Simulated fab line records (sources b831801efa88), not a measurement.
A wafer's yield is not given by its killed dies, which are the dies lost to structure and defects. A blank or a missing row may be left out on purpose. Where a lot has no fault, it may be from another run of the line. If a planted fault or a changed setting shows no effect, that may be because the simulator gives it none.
fab line records -- flow gf180mcu -- part 1 of 2: steps 1 to 24 of 34
record lots=5, wafers=15, last_day=33
route steps=602 shown V3@442 M4@456
lots untouched by any fault: they come from a run of this same line in which no faults occurred
start_h: start of the lot's first displayed wafer, in hours after the record's first day -- wait_h: hours since the lot's step before -- " as in the row above -- L1.1+2: one row covering several wafers at once -- - no value present, or no start provided -- * or withheld: withheld -- < > ~ a bound
route shown NAME@n: NAME is a module with steps in the file, n the number in the route of the first one -- usual: average and standard deviation across the fault-free wafers -- same: alike in all rows -- chamber/n: place in a boat -- sites: each site's reading -- _std_site: the values' standard deviation -- _edge_site: the outer-site mean with the inner-site mean subtracted -- radius_mm: for every site, how far away it sits from the centre of the wafer -- mask NAME#n: copy n -- behind: the tool/chamber that last shaped the wafer -- hold: the reason the lot was held/the length of the hold in hours/how it ended -- device: whichever transistor did not switch (one of n, p or np) -- end of line: tests of these same wafers at the route's end -- a step given without rows: its recipe and nothing more -- killed: count of dies lost to structure and defects at first sort (not the wafer's yield) -- map: a wafer's dies, x killed, . not, _ none there
set.NAME: the run value of the setting; set.NAME@STEP: its run value at that earlier step -- model.NAME: the simulator's own value behind a step, which no gauge read
lots at some steps of the route; a table a step, a row a wafer
services: when a tool's chamber went out of use (start_h, in hours from the record's first day, below 0 if earlier), for how many hours, and the reason
## steps
# step GF_V3_DEVELOP_13
# recipe develop_time_s=60, resist=KrF, dev_temp_c=21
# usual exhaust_pa=45.0/0.84, resist_line_temp_C=22.99/0.1
lot.wafer,tool,chamber,start_h,wait_h,exhaust_pa,resist_line_temp_C
L075.3,litho_track-01,0,525.15,0.1,43.4,22.98
L075.5,litho_track-01,0,525.15,0.1,44.1,22.92
L075.6,litho_track-01,0,525.15,0.1,45.2,22.96
L077.2,litho_track-04,0,543.62,0.2,45.2,23.12
L077.4,litho_track-04,0,543.62,0.2,45.3,23.09
L077.6,litho_track-04,0,543.62,0.2,45.2,22.98
L084.1,litho_track-02,0,604.42,0.2,45.0,23.00
L084.2,litho_track-02,0,604.42,0.2,44.0,22.97
L084.6,litho_track-02,0,604.42,0.2,44.9,23.04
L091.1,litho_track-04,0,656.94,0.2,45.0,22.90
L091.3,litho_track-04,0,656.94,0.2,45.3,22.85
L091.6,litho_track-04,0,656.94,0.2,46.0,22.98
L092.2,litho_track-02,0,659.95,0.2,44.4,23.05
L092.3,litho_track-02,0,659.95,0.2,44.4,23.02
L092.4,litho_track-02,0,659.95,0.2,43.8,23.15
# step GF_V3_CD_MEAS_14
# recipe target_cd_nm=260
# usual cd_nm=259.9/1.2
lot.wafer,tool,chamber,start_h,wait_h,cd_nm
L075.3,cd_sem-02,-,525.29,0.1,261.6
L075.5,cd_sem-02,-,525.29,0.1,260.3
L075.6,cd_sem-02,-,525.29,0.1,260.0
L077.2,cd_sem-02,-,543.79,0.1,260.0
L077.4,cd_sem-02,-,543.79,0.1,260.7
L077.6,cd_sem-02,-,543.79,0.1,260.1
L084.1,cd_sem-01,-,604.57,0.1,261.9
L084.2,cd_sem-01,-,604.57,0.1,261.0
L084.6,cd_sem-01,-,604.57,0.1,262.0
L091.1,cd_sem-02,-,657.09,0.1,260.0
L091.3,cd_sem-02,-,657.09,0.1,260.4
L091.6,cd_sem-02,-,657.09,0.1,260.8
L092.2,cd_sem-02,-,660.09,0.1,260.6
L092.3,cd_sem-02,-,660.09,0.1,259.7
L092.4,cd_sem-02,-,660.09,0.1,259.7
# step GF_V3_OVL_MEAS_15
# usual V3_OVL=-1/5
lot.wafer,tool,chamber,start_h,wait_h,V3_OVL[nm]
L075.3,overlay-01,-,525.38,0.1,-1
L075.5,overlay-01,-,525.38,0.1,-2
L075.6,overlay-01,-,525.38,0.1,1
L077.2,overlay-01,-,543.89,0.1,-2
L077.4,overlay-01,-,543.89,0.1,-3
L077.6,overlay-01,-,543.89,0.1,-11
L084.1,overlay-02,-,604.69,0.1,-4
L084.2,overlay-02,-,604.69,0.1,1
L084.6,overlay-02,-,604.69,0.1,4
L091.1,overlay-02,-,657.21,0.1,-3
L091.3,overlay-02,-,657.21,0.1,0
L091.6,overlay-02,-,657.21,0.1,6
L092.2,overlay-01,-,660.20,0.1,3
L092.3,overlay-01,-,660.20,0.1,9
L092.4,overlay-01,-,660.20,0.1,7
# step GF_V3_ETCH_16
# recipe chemistry=N2/H2, target_depth_a=withheld, overetch_a=withheld, time_s=withheld, target=BARC, ion_energy_ev=200, source_w=500, bias_w=100, pressure_mtorr=30, n2_flow_sccm=100, h2_flow_sccm=200
# usual drypump_motor_current_A=5.6/0.48, oes_product_au=0.855/0.0044, throttle_valve_pct=13.225/0.0086
lot.wafer,tool,chamber,start_h,wait_h,drypump_motor_current_A,oes_product_au,throttle_valve_pct
L075.3,rie_diel-03,1,525.41,0.0,5.7,0.856,13.231
L075.5,rie_diel-03,2,525.41,0.0,5.7,0.860,13.232
L075.6,rie_diel-03,1,525.41,0.0,5.7,0.860,13.207
L077.2,rie_diel-03,2,543.92,0.0,5.7,0.864,13.210
L077.4,rie_diel-03,3,543.92,0.0,5.1,0.858,13.244
L077.6,rie_diel-03,2,543.92,0.0,5.7,0.855,13.224
L084.1,rie_diel-03,2,604.73,0.0,5.7,0.854,13.236
L084.2,rie_diel-03,1,604.73,0.0,5.7,0.857,13.219
L084.6,rie_diel-03,3,604.73,0.0,5.1,0.859,13.221
L091.1,rie_diel-01,1,657.25,0.0,5.3,0.860,13.240
L091.3,rie_diel-01,0,657.25,0.0,6.5,0.855,13.234
L091.6,rie_diel-01,3,657.25,0.0,6.1,0.856,13.233
L092.2,rie_diel-03,2,660.23,0.0,5.7,0.858,13.222
L092.3,rie_diel-03,0,660.23,0.0,4.8,0.855,13.219
L092.4,rie_diel-03,2,660.23,0.0,5.7,0.849,13.220
# step GF_V3_ETCH_17
# recipe chemistry=C4F8/O2/Ar, mask_material=KrF, target=SiO2, stop_on=TiN, source_w=1500, bias_w=1200, pressure_mtorr=40, c4f8_flow_sccm=withheld, O2_flow_sccm=6, Ar_flow_sccm=300, time_s=withheld, target_depth_a=6350
# usual oes_product_au=0.856/0.0044
lot.wafer,tool,chamber,start_h,wait_h,oes_product_au
L075.3,rie_diel-03,1,-,-,0.860
L075.5,rie_diel-03,2,-,-,0.855
L075.6,rie_diel-03,1,-,-,0.856
L077.2,rie_diel-03,2,-,-,0.852
L077.4,rie_diel-03,3,-,-,0.858
L077.6,rie_diel-03,2,-,-,0.855
L084.1,rie_diel-03,2,-,-,0.853
L084.2,rie_diel-03,1,-,-,0.856
L084.6,rie_diel-03,3,-,-,0.866
L091.1,rie_diel-01,1,-,-,0.850
L091.3,rie_diel-01,0,-,-,0.854
L091.6,rie_diel-01,3,-,-,0.848
L092.2,rie_diel-03,2,-,-,0.860
L092.3,rie_diel-03,0,-,-,0.853
L092.4,rie_diel-03,2,-,-,0.861
# step GF_V3_STRIP_18
# recipe chemistry=O2/N2, power_w=1400, pressure_mtorr=1500, platen_temp_c=250, o2_flow_sccm=3000, n2_flow_sccm=300, overash_fraction=0.5
# usual drypump_motor_current_A=6.1/0.47, heater_power_w=317/28, oes_product_au=0.592/0.0051, platen_temp_c=250.02/0.17
# same overash_fraction=0.5
lot.wafer,tool,chamber,start_h,wait_h,drypump_motor_current_A,heater_power_w,oes_product_au,platen_temp_c,rf_hours_counter_h
L075.3,plasma_asher-01,0,525.57,-,6.8,302,0.586,250.04,-
L075.5,plasma_asher-01,1,525.57,-,6.6,305,0.587,250.12,-
L075.6,plasma_asher-01,0,525.57,-,6.7,306,0.589,249.89,-
L077.2,plasma_asher-02,1,544.05,-,6.1,318,0.583,249.95,76
L077.4,plasma_asher-02,1,544.05,-,6.0,321,0.591,250.32,-
L077.6,plasma_asher-02,0,544.05,-,6.2,368,0.586,250.18,-
L084.1,plasma_asher-04,0,604.86,-,5.3,326,0.592,250.03,19
L084.2,plasma_asher-04,1,604.86,-,5.8,275,0.595,250.08,19
L084.6,plasma_asher-04,0,604.86,-,5.3,333,0.594,249.87,-
L091.1,plasma_asher-01,0,657.38,-,6.7,308,0.594,250.01,55
L091.3,plasma_asher-01,1,657.38,-,6.6,309,0.592,250.11,-
L091.6,plasma_asher-01,0,657.38,-,6.7,302,0.589,250.05,-
L092.2,plasma_asher-01,1,660.36,-,6.6,303,0.590,250.12,55
L092.3,plasma_asher-01,0,660.36,-,6.7,311,0.590,250.36,-
L092.4,plasma_asher-01,1,660.36,-,6.6,299,0.595,250.16,-
# step GF_V3_STRIP_19
# recipe chemistry=post_etch_residue_remover, time_s=1200, temp_c=72.5
lot.wafer,tool,chamber,start_h,wait_h
L075.3+5+6,wet_bench-01,0,525.64,0.0
L077.2+4+6,wet_bench-01,3,544.15,0.1
L084.1+2+6,wet_bench-02,2,604.96,0.1
L091.1+3+6,wet_bench-01,3,657.48,0.1
L092.2+3+4,wet_bench-03,2,660.46,0.1
# step GF_V3_CLEAN_20
# recipe chemistry=DIW, dry=n2_spin
lot.wafer,tool,chamber,start_h,wait_h
L075.3+5+6,wet_bench-03,3,526.04,0.0
L077.2+4+6,wet_bench-02,2,544.49,0.0
L084.1+2+6,wet_bench-03,2,605.30,0.0
L091.1+3+6,wet_bench-03,0,658.22,0.0
L092.2+3+4,wet_bench-01,2,660.80,0.0
# step GF_V3_SPUTTER_21
# recipe material=Ti, target_thk_nm=15, chamber_pressure_pa=5, power_w=2500, substrate_temp_c=200, time_s=80.02
# usual throttle_valve_pct=30.5/1
lot.wafer,tool,chamber,start_h,wait_h,throttle_valve_pct
L075.3,pvd_sputter-02,-,526.13,0.0,28.9
L075.5,pvd_sputter-02,-,526.13,0.0,31.9
L075.6,pvd_sputter-02,-,526.13,0.0,28.8
L077.2,pvd_sputter-04,-,544.58,0.0,29.5
L077.4,pvd_sputter-04,-,544.58,0.0,32.1
L077.6,pvd_sputter-04,-,544.58,0.0,31.7
L084.1,pvd_sputter-04,-,605.39,0.0,29.3
L084.2,pvd_sputter-04,-,605.39,0.0,29.9
L084.6,pvd_sputter-04,-,605.39,0.0,31.8
L091.1,pvd_sputter-04,-,658.33,0.0,30.1
L091.3,pvd_sputter-04,-,658.33,0.0,31.7
L091.6,pvd_sputter-04,-,658.33,0.0,31.9
L092.2,pvd_sputter-04,-,660.90,0.0,29.4
L092.3,pvd_sputter-04,-,660.90,0.0,30.0
L092.4,pvd_sputter-04,-,660.90,0.0,31.9
# step GF_V3_SPUTTER_22
# recipe material=TiN, target_thk_nm=10, chamber_pressure_pa=5, power_w=4000, time_s=40
# usual throttle_valve_pct=30.5/1
lot.wafer,tool,chamber,start_h,wait_h,throttle_valve_pct
L075.3,pvd_sputter-02,-,526.19,0.0,28.5
L075.5,pvd_sputter-02,-,526.19,0.0,32.0
L075.6,pvd_sputter-02,-,526.19,0.0,28.9
L077.2,pvd_sputter-04,-,544.65,0.0,29.1
L077.4,pvd_sputter-04,-,544.65,0.0,31.7
L077.6,pvd_sputter-04,-,544.65,0.0,31.8
L084.1,pvd_sputter-04,-,605.45,0.0,29.3
L084.2,pvd_sputter-04,-,605.45,0.0,30.1
L084.6,pvd_sputter-04,-,605.45,0.0,32.0
L091.1,pvd_sputter-04,-,658.39,0.0,29.7
L091.3,pvd_sputter-04,-,658.39,0.0,32.0
L091.6,pvd_sputter-04,-,658.39,0.0,31.9
L092.2,pvd_sputter-04,-,660.96,0.0,29.4
L092.3,pvd_sputter-04,-,660.96,0.0,29.9
L092.4,pvd_sputter-04,-,660.96,0.0,32.1
# step GF_V3_CVD_23
# recipe material=W, target_thk_nm=350, time_s=104.9, temp_c=400, pressure_torr=40
# usual heater_power_w=790/71
lot.wafer,tool,chamber,start_h,wait_h,heater_power_w
L075.3,cvd_w-01,0,526.27,0.1,818
L075.5,cvd_w-01,1,526.27,0.1,705
L075.6,cvd_w-01,0,526.27,0.1,817
L077.2,cvd_w-02,1,544.68,0.0,746
L077.4,cvd_w-02,0,544.68,0.0,911
L077.6,cvd_w-02,0,544.68,0.0,904
L084.1,cvd_w-01,0,605.49,0.0,804
L084.2,cvd_w-01,1,605.49,0.0,712
L084.6,cvd_w-01,0,605.49,0.0,825
L091.1,cvd_w-02,1,658.43,0.0,751
L091.3,cvd_w-02,0,658.43,0.0,949
L091.6,cvd_w-02,1,658.43,0.0,752
L092.2,cvd_w-01,1,661.00,0.0,736
L092.3,cvd_w-01,1,661.00,0.0,724
L092.4,cvd_w-01,0,661.00,0.0,818
# step GF_V3_RS_MEAS_24
# recipe thk_meas_gauge=four-point-probe, reads=W_of_V3_CVD_23+TiN_of_V3_SPUTTER_22+Ti_of_V3_SPUTTER_21
# usual V3_W_RS=0.330/0.0032
lot.wafer,tool,chamber,start_h,wait_h,V3_W_RS[ohm/sq]
L075.3,film_metro-04,-,526.39,0.1,0.327
L075.5,film_metro-04,-,526.39,0.1,0.328
L075.6,film_metro-04,-,526.39,0.1,0.331
L077.2,film_metro-04,-,544.82,0.1,0.336
L077.4,film_metro-04,-,544.82,0.1,0.331
L077.6,film_metro-04,-,544.82,0.1,0.334
L084.1,film_metro-04,-,605.60,0.1,0.333
L084.2,film_metro-04,-,605.60,0.1,0.331
L084.6,film_metro-04,-,605.60,0.1,0.332
L091.1,film_metro-02,-,658.54,0.1,0.323
L091.3,film_metro-02,-,658.54,0.1,0.327
L091.6,film_metro-02,-,658.54,0.1,0.325
L092.2,film_metro-03,-,661.13,0.1,0.329
L092.3,film_metro-03,-,661.13,0.1,0.331
L092.4,film_metro-03,-,661.13,0.1,0.333
# step GF_V3_THK_MEAS_25
# recipe thk_meas_gauge=xrf, reads=W_of_V3_CVD_23
# usual V3_W_THK=339/3.3
lot.wafer,tool,chamber,start_h,wait_h,V3_W_THK[nm]
L075.3,film_metro-04,-,526.49,0.1,342
L075.5,film_metro-04,-,526.49,0.1,339
L075.6,film_metro-04,-,526.49,0.1,336
L077.2,film_metro-04,-,544.93,0.1,331
L077.4,film_metro-04,-,544.93,0.1,337
L077.6,film_metro-04,-,544.93,0.1,334
L084.1,film_metro-04,-,605.72,0.1,335
L084.2,film_metro-04,-,605.72,0.1,338
L084.6,film_metro-04,-,605.72,0.1,337
L091.1,film_metro-02,-,658.66,0.1,345
L091.3,film_metro-02,-,658.66,0.1,339
L091.6,film_metro-02,-,658.66,0.1,340
L092.2,film_metro-03,-,661.24,0.1,341
L092.3,film_metro-03,-,661.24,0.1,340
L092.4,film_metro-03,-,661.24,0.1,339
# step GF_V3_CMP_26
# recipe stop_on=SiO2, down_force_psi=3.5, platen_rpm=60, t_overpolish_s=15, target_thk_nm=0, pad_velocity_m_s=0.94248
# usual motor_current_A=11.1/1.3, overpolish_run_s=15.000/0.0098, slurry_filter_dp_kPa=13.50/0.13, time_to_endpoint_s=85.2/2.8
lot.wafer,tool,chamber,start_h,wait_h,motor_current_A,overpolish_run_s,slurry_filter_dp_kPa,time_to_endpoint_s
L075.3,cmp-01,2,526.53,0.0,11.1,15.014,13.70,86.1
L075.6,cmp-01,2,526.53,0.0,11.6,15.007,13.60,84.4
L075.5,cmp-01,3,526.53,0.0,13.3,15.012,13.63,86.1
L077.2,cmp-01,2,544.98,0.0,11.3,15.021,13.54,78.9
L077.4,cmp-01,0,544.98,0.0,9.7,14.991,13.43,81.0
L077.6,cmp-01,3,544.98,0.0,13.3,14.985,13.53,84.0
L084.1,cmp-02,2,605.78,0.1,11.6,15.008,13.52,86.1
L084.2,cmp-02,1,605.78,0.1,11.9,15.000,13.36,81.5
L084.6,cmp-02,3,605.78,0.1,8.9,14.975,13.28,83.8
L091.1,cmp-02,1,658.72,0.1,11.7,14.995,13.70,91.4
L091.3,cmp-02,0,658.72,0.1,10.9,15.007,13.47,85.9
L091.6,cmp-02,2,658.72,0.1,11.4,14.999,13.53,87.4
L092.3,cmp-02,2,661.29,0.0,11.3,14.999,13.39,91.3
L092.2,cmp-02,3,661.29,0.0,9.0,14.984,13.82,89.6
L092.4,cmp-02,0,661.29,0.0,10.2,14.997,13.41,85.6
# step GF_M4_SPUTTER_00
# recipe material=Ti, target_thk_nm=37.5, arriving_ion_energy_ev=80, substrate_temp_c=200, chamber_pressure_pa=2, power_w=4000, time_s=150
# usual throttle_valve_pct=30.3/1.4
lot.wafer,tool,chamber,start_h,wait_h,throttle_valve_pct
L075.3,pvd_sputter-04,-,526.83,0.2,30.1
L075.5,pvd_sputter-04,-,526.83,0.2,30.2
L075.6,pvd_sputter-04,-,526.83,0.2,31.8
L077.2,pvd_sputter-02,-,545.28,0.2,27.9
L077.4,pvd_sputter-02,-,545.28,0.2,31.1
L077.6,pvd_sputter-02,-,545.28,0.2,27.9
L084.1,pvd_sputter-03,-,606.08,0.2,31.3
L084.2,pvd_sputter-03,-,606.08,0.2,31.6
L084.6,pvd_sputter-03,-,606.08,0.2,28.8
L091.1,pvd_sputter-02,-,659.02,0.2,28.9
L091.3,pvd_sputter-02,-,659.02,0.2,32.0
L091.6,pvd_sputter-02,-,659.02,0.2,28.9
L092.2,pvd_sputter-03,-,661.59,0.2,31.4
L092.3,pvd_sputter-03,-,661.59,0.2,31.3
L092.4,pvd_sputter-03,-,661.59,0.2,31.6
# step GF_M4_SPUTTER_01
# recipe material=TiN, target_thk_nm=30, power_w=6500, time_s=25, chamber_pressure_pa=0.4
# usual throttle_valve_pct=30.3/1.4
lot.wafer,tool,chamber,start_h,wait_h,throttle_valve_pct
L075.3,pvd_sputter-04,-,526.93,0.1,30.2
L075.5,pvd_sputter-04,-,526.93,0.1,29.9
L075.6,pvd_sputter-04,-,526.93,0.1,31.9
L077.2,pvd_sputter-02,-,545.38,0.1,28.0
L077.4,pvd_sputter-02,-,545.38,0.1,31.3
L077.6,pvd_sputter-02,-,545.38,0.1,28.0
L084.1,pvd_sputter-03,-,606.18,0.1,31.2
L084.2,pvd_sputter-03,-,606.18,0.1,31.5
L084.6,pvd_sputter-03,-,606.18,0.1,29.1
L091.1,pvd_sputter-02,-,659.12,0.1,28.9
L091.3,pvd_sputter-02,-,659.12,0.1,32.0
L091.6,pvd_sputter-02,-,659.12,0.1,28.8
L092.2,pvd_sputter-03,-,661.69,0.1,31.5
L092.3,pvd_sputter-03,-,661.69,0.1,31.3
L092.4,pvd_sputter-03,-,661.69,0.1,31.8
# step GF_M4_SPUTTER_02
# recipe material=AlCu, target_thk_nm=450, power_w=10600, time_s=23.9, chamber_pressure_pa=0.4
# usual throttle_valve_pct=30.3/1.3
lot.wafer,tool,chamber,start_h,wait_h,throttle_valve_pct
L075.3,pvd_sputter-04,-,526.96,0.0,30.0
L075.5,pvd_sputter-04,-,526.96,0.0,30.0
L075.6,pvd_sputter-04,-,526.96,0.0,32.0
L077.2,pvd_sputter-02,-,545.41,0.0,27.9
L077.4,pvd_sputter-02,-,545.41,0.0,31.2
L077.6,pvd_sputter-02,-,545.41,0.0,28.0
L084.1,pvd_sputter-03,-,606.22,0.0,31.0
L084.2,pvd_sputter-03,-,606.22,0.0,31.5
L084.6,pvd_sputter-03,-,606.22,0.0,28.9
L091.1,pvd_sputter-02,-,659.15,0.0,28.9
L091.3,pvd_sputter-02,-,659.15,0.0,32.2
L091.6,pvd_sputter-02,-,659.15,0.0,28.8
L092.2,pvd_sputter-03,-,661.72,0.0,31.6
L092.3,pvd_sputter-03,-,661.72,0.0,31.1
L092.4,pvd_sputter-03,-,661.72,0.0,31.5
# step GF_M4_SPUTTER_03
# recipe material=Ti, target_thk_nm=10, substrate_temp_c=300, chamber_pressure_pa=0.3, power_w=3000, time_s=6.7
# usual throttle_valve_pct=30.3/1.3
lot.wafer,tool,chamber,start_h,wait_h,throttle_valve_pct
L075.3,pvd_sputter-04,-,526.99,0.0,30.0
L075.5,pvd_sputter-04,-,526.99,0.0,30.2
L075.6,pvd_sputter-04,-,526.99,0.0,31.7
L077.2,pvd_sputter-02,-,545.44,0.0,27.7
L077.4,pvd_sputter-02,-,545.44,0.0,31.3
L077.6,pvd_sputter-02,-,545.44,0.0,28.3
L084.1,pvd_sputter-03,-,606.25,0.0,31.3
L084.2,pvd_sputter-03,-,606.25,0.0,31.5
L084.6,pvd_sputter-03,-,606.25,0.0,29.2
L091.1,pvd_sputter-02,-,659.18,0.0,28.9
L091.3,pvd_sputter-02,-,659.18,0.0,32.2
L091.6,pvd_sputter-02,-,659.18,0.0,28.7
L092.2,pvd_sputter-03,-,661.75,0.0,31.5
L092.3,pvd_sputter-03,-,661.75,0.0,31.0
L092.4,pvd_sputter-03,-,661.75,0.0,31.6
# step GF_M4_SPUTTER_04
# recipe material=TiN, target_thk_nm=50, power_w=6500, time_s=41.7, chamber_pressure_pa=0.4
# usual throttle_valve_pct=30.3/1.4
lot.wafer,tool,chamber,start_h,wait_h,throttle_valve_pct
L075.3,pvd_sputter-04,-,527.01,0.0,29.8
L075.5,pvd_sputter-04,-,527.01,0.0,29.9
L075.6,pvd_sputter-04,-,527.01,0.0,31.9
L077.2,pvd_sputter-02,-,545.46,0.0,27.8
L077.4,pvd_sputter-02,-,545.46,0.0,31.3
L077.6,pvd_sputter-02,-,545.46,0.0,28.1
L084.1,pvd_sputter-03,-,606.27,0.0,31.4
L084.2,pvd_sputter-03,-,606.27,0.0,31.5
L084.6,pvd_sputter-03,-,606.27,0.0,28.9
L091.1,pvd_sputter-02,-,659.20,0.0,28.7
L091.3,pvd_sputter-02,-,659.20,0.0,32.0
L091.6,pvd_sputter-02,-,659.20,0.0,28.9
L092.2,pvd_sputter-03,-,661.77,0.0,31.6
L092.3,pvd_sputter-03,-,661.77,0.0,31.4
L092.4,pvd_sputter-03,-,661.77,0.0,31.7
# step GF_M4_RS_MEAS_05
# recipe thk_meas_gauge=four-point-probe, reads=TiN_of_M4_SPUTTER_04+Ti_of_M4_SPUTTER_03+AlCu_of_M4_SPUTTER_02+TiN_of_M4_SPUTTER_01+Ti_of_M4_SPUTTER_00
# usual M4_ALCU_RS=0.0693/0.0006
lot.wafer,tool,chamber,start_h,wait_h,M4_ALCU_RS[ohm/sq]
L075.3,film_metro-02,-,527.09,0.1,0.0685
L075.5,film_metro-02,-,527.09,0.1,0.0688
L075.6,film_metro-02,-,527.09,0.1,0.0691
L077.2,film_metro-03,-,545.52,0.0,0.0690
L077.4,film_metro-03,-,545.52,0.0,0.0692
L077.6,film_metro-03,-,545.52,0.0,0.0688
L084.1,film_metro-01,-,606.31,0.0,0.0677
L084.2,film_metro-01,-,606.31,0.0,0.0680
L084.6,film_metro-01,-,606.31,0.0,0.0686
L091.1,film_metro-03,-,659.24,0.0,0.0696
L091.3,film_metro-03,-,659.24,0.0,0.0698
L091.6,film_metro-03,-,659.24,0.0,0.0699
L092.2,film_metro-01,-,661.83,0.0,0.0697
L092.3,film_metro-01,-,661.83,0.0,0.0696
L092.4,film_metro-01,-,661.83,0.0,0.0699
# step GF_M4_THK_MEAS_06
# recipe thk_meas_gauge=xrf, reads=AlCu_of_M4_SPUTTER_02
# usual M4_ALCU_THK=448/4.5
lot.wafer,tool,chamber,start_h,wait_h,M4_ALCU_THK[nm]
L075.3,film_metro-02,-,527.19,0.1,455
L075.5,film_metro-02,-,527.19,0.1,453
L075.6,film_metro-02,-,527.19,0.1,450
L077.2,film_metro-03,-,545.63,0.1,454
L077.4,film_metro-03,-,545.63,0.1,450
L077.6,film_metro-03,-,545.63,0.1,455
L084.1,film_metro-01,-,606.43,0.1,456
L084.2,film_metro-01,-,606.43,0.1,454
L084.6,film_metro-01,-,606.43,0.1,450
L091.1,film_metro-03,-,659.36,0.1,450
L091.3,film_metro-03,-,659.36,0.1,447
L091.6,film_metro-03,-,659.36,0.1,449
L092.2,film_metro-01,-,661.94,0.1,440
L092.3,film_metro-01,-,661.94,0.1,442
L092.4,film_metro-01,-,661.94,0.1,442
# step GF_M4_DEHYDRATE_07
# recipe temp_c=200, time_s=60
# usual exhaust_pa=45.0/0.96, resist_line_temp_C=23.00/0.098
lot.wafer,tool,chamber,start_h,wait_h,exhaust_pa,resist_line_temp_C
L075.3,litho_track-02,0,538.12,10.9,46.2,23.06
L075.5,litho_track-02,0,538.12,10.9,47.0,22.99
L075.6,litho_track-02,0,538.12,10.9,46.3,22.92
L077.2,litho_track-03,0,556.26,10.6,44.7,22.94
L077.4,litho_track-03,0,556.26,10.6,45.3,23.08
L077.6,litho_track-03,0,556.26,10.6,45.2,22.98
L084.1,litho_track-01,0,616.25,9.8,44.5,22.88
L084.2,litho_track-01,0,616.25,9.8,45.2,23.07
L084.6,litho_track-01,0,616.25,9.8,44.1,23.07
L091.1,litho_track-03,0,668.58,9.2,45.2,23.06
L091.3,litho_track-03,0,668.58,9.2,45.9,23.02
L091.6,litho_track-03,0,668.58,9.2,45.4,23.02
L092.2,litho_track-01,0,671.82,9.9,44.6,22.95
L092.3,litho_track-01,0,671.82,9.9,45.2,22.94
L092.4,litho_track-01,0,671.82,9.9,46.2,23.02
# step GF_M4_HMDS_08
# recipe prime_time_s=60, prime_temp_c=120
# usual exhaust_pa=45.0/0.9, resist_line_temp_C=23.02/0.092
lot.wafer,tool,chamber,start_h,wait_h,exhaust_pa,resist_line_temp_C
L075.3,litho_track-02,0,538.27,0.1,43.8,23.04
L075.5,litho_track-02,0,538.27,0.1,44.2,22.93
L075.6,litho_track-02,0,538.27,0.1,45.6,22.99
L077.2,litho_track-03,0,556.41,0.1,45.9,23.09
L077.4,litho_track-03,0,556.41,0.1,45.8,23.06
L077.6,litho_track-03,0,556.41,0.1,44.4,23.03
L084.1,litho_track-01,0,616.40,0.1,44.8,23.12
L084.2,litho_track-01,0,616.40,0.1,44.8,23.00
L084.6,litho_track-01,0,616.40,0.1,44.2,23.01
L091.1,litho_track-03,0,668.73,0.1,45.4,22.92
L091.3,litho_track-03,0,668.73,0.1,44.6,22.94
L091.6,litho_track-03,0,668.73,0.1,45.8,23.12
L092.2,litho_track-01,0,671.97,0.1,44.7,22.97
L092.3,litho_track-01,0,671.97,0.1,44.7,23.04
L092.4,litho_track-01,0,671.97,0.1,44.2,23.06
# step GF_M4_COAT_09
# recipe resist=KrF, spin_rpm=withheld, resist_thk_nm=1000
# usual exhaust_pa=44.9/1, resist_line_temp_C=23.01/0.12
lot.wafer,tool,chamber,start_h,wait_h,exhaust_pa,resist_line_temp_C
L075.3,litho_track-02,0,538.42,0.1,45.4,23.19
L075.5,litho_track-02,0,538.42,0.1,45.1,23.02
L075.6,litho_track-02,0,538.42,0.1,45.6,23.13
L077.2,litho_track-03,0,556.56,0.1,43.7,22.88
L077.4,litho_track-03,0,556.56,0.1,43.5,22.72
L077.6,litho_track-03,0,556.56,0.1,43.6,22.66
L084.1,litho_track-01,0,616.55,0.1,45.0,23.16
L084.2,litho_track-01,0,616.55,0.1,45.0,23.00
L084.6,litho_track-01,0,616.55,0.1,43.9,23.03
L091.1,litho_track-03,0,668.88,0.1,45.3,23.09
L091.3,litho_track-03,0,668.88,0.1,45.0,22.96
L091.6,litho_track-03,0,668.88,0.1,46.8,23.06
L092.2,litho_track-01,0,672.12,0.1,44.5,22.86
L092.3,litho_track-01,0,672.12,0.1,43.2,22.93
L092.4,litho_track-01,0,672.12,0.1,43.4,22.84
